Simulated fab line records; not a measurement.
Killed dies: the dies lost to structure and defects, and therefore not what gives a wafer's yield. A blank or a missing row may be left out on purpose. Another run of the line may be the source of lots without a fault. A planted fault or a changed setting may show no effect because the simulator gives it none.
Matching of chambers / flow sky130 / cmp-01 running SKY_VIA3_CMP_02: 4 sister chambers
The step polishes SiO2. 8 wafers are shown with their chamber, then 7 later ones without.

== WAFERS WITH THEIR CHAMBER ==
wafer=L911.2; chamber=0; motorCurrentA (A)=12.8
wafer=L913.1; chamber=0; motorCurrentA (A)=13.1
wafer=L913.5; chamber=1; motorCurrentA (A)=11.6
wafer=L916.1; chamber=1; motorCurrentA (A)=11.4
wafer=L916.4; chamber=3; motorCurrentA (A)=10.4
wafer=L916.5; chamber=2; motorCurrentA (A)=10.5
wafer=L917.2; chamber=3; motorCurrentA (A)=10.3
wafer=L917.5; chamber=2; motorCurrentA (A)=10.8

== WAFERS WITH NO CHAMBER GIVEN ==
wafer=L917.6; motorCurrentA (A)=10.3
wafer=L918.3; motorCurrentA (A)=11.0
wafer=L918.5; motorCurrentA (A)=11.4
wafer=L918.6; motorCurrentA (A)=11.0
wafer=L919.1; motorCurrentA (A)=10.2
wafer=L919.4; motorCurrentA (A)=10.7
wafer=L919.6; motorCurrentA (A)=11.9

== WHICH CHAMBER EACH WENT THROUGH ==
wafer=L917.6; from the rows above=can't be placed: 3 or 2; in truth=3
wafer=L918.3; from the rows above=can't be placed: 2 or 1 or 3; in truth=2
wafer=L918.5; from the rows above=1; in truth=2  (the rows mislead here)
wafer=L918.6; from the rows above=can't be placed: 2 or 1 or 3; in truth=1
wafer=L919.1; from the rows above=can't be placed: 3 or 2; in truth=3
wafer=L919.4; from the rows above=can't be placed: 2 or 3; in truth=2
wafer=L919.6; from the rows above=1; in truth=1
Placed correctly: 1 of 7. These rows do not allow placing 5 (true chamber among the candidates in 5). Placed wrongly: 1.
How it was worked out, from the rows above alone: a wafer's distance from a chamber is the root of the sum, over the readings, of the square of ((its reading less the chamber's mean) divided by the reading's scatter). If the next closest chamber is less than 2 further off than the closest, the wafer can't be placed; otherwise it belongs to the closest. A chamber's mean is the mean of its shown wafers. The scatter: the root of (the sum of the squares of (reading less its chamber's mean) over the shown wafers, divided by (wafers less chambers)).
